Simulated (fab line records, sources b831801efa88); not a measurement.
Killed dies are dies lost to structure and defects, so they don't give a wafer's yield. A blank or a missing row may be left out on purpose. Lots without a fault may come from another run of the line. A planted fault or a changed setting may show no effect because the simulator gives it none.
Chamber matching | flow gf180mcu | GF_V2_ETCH_16 on rie_diel-03: 4 sister chambers
The step etches BARC in N2/H2. 16 wafers are shown with their chamber, then 8 later ones without.

WAFERS WITH THEIR CHAMBER
wafer  | chamber | drypump_motor_current_A (A) | throttle_valve_pct (%) | oes_product_au (a.u.)
L076.3 | 3       | 6.5                         | 13.223                 | 0.858
L076.4 | 2       | 5.8                         | 13.207                 | 0.857
L076.6 | 2       | 5.7                         | 13.222                 | 0.854
L078.1 | 3       | 6.5                         | 13.220                 | 0.860
L078.2 | 0       | 5.7                         | 13.217                 | 0.852
L078.5 | 2       | 5.7                         | 13.219                 | 0.851
L079.1 | 2       | 5.7                         | 13.223                 | 0.851
L079.2 | 3       | 6.6                         | 13.236                 | 0.854
L079.5 | 2       | 5.7                         | 13.212                 | 0.856
L080.3 | 3       | 6.6                         | 13.245                 | 0.855
L080.4 | 1       | 5.9                         | 13.235                 | 0.852
L080.5 | 3       | 6.6                         | 13.221                 | 0.857
L081.1 | 3       | 6.6                         | 13.232                 | 0.856
L081.4 | 1       | 5.9                         | 13.228                 | 0.856
L081.6 | 1       | 5.9                         | 13.222                 | 0.857
L083.3 | 3       | 6.6                         | 13.218                 | 0.848

SIGNATURES (means of the wafers above)
reading                 | chamber 0 | chamber 1 | chamber 2 | chamber 3 | scatter within a chamber
drypump_motor_current_A | 5.700     | 5.900     | 5.720     | 6.571     | 0.0431
throttle_valve_pct      | 13.21700  | 13.22833  | 13.21660  | 13.22786  | 0.00857
oes_product_au          | 0.85200   | 0.85500   | 0.85380   | 0.85543   | 0.00332
Rule: a wafer's distance from a chamber is the root of the sum, over the readings, of the square of ((its reading less the chamber's mean) divided by the reading's scatter). The wafer belongs to the nearest chamber; if the next one is less than 2 further off, it can't be placed. The scatter: the root of (the sum of the squares of (reading less its chamber's mean) over the shown wafers, divided by (wafers less chambers)).

WAFERS WITHOUT THEIR CHAMBER
wafer  | drypump_motor_current_A (A) | throttle_valve_pct (%) | oes_product_au (a.u.)
L083.4 | 5.7                         | 13.220                 | 0.868
L083.6 | 6.0                         | 13.225                 | 0.860
L087.1 | 5.8                         | 13.213                 | 0.856
L087.3 | 6.5                         | 13.241                 | 0.849
L087.4 | 5.7                         | 13.216                 | 0.851
L089.2 | 6.6                         | 13.238                 | 0.854
L089.4 | 5.7                         | 13.237                 | 0.859
L089.5 | 6.6                         | 13.214                 | 0.849

WHICH CHAMBER EACH WENT THROUGH
wafer  | from the rows above          | in truth
L083.4 | can't be placed: 2 or 0 or 1 | 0
L083.6 | 1                            | 1
L087.1 | can't be placed: 2 or 0 or 1 | 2
L087.3 | 3                            | 3
L087.4 | can't be placed: 0 or 2      | 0
L089.2 | 3                            | 3
L089.4 | can't be placed: 2 or 0      | 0
L089.5 | 3                            | 3
Placed correctly: 4 of 8. Can't be placed from these rows: 4 (the true chamber is among the candidates in 4). Placed wrongly: 0.
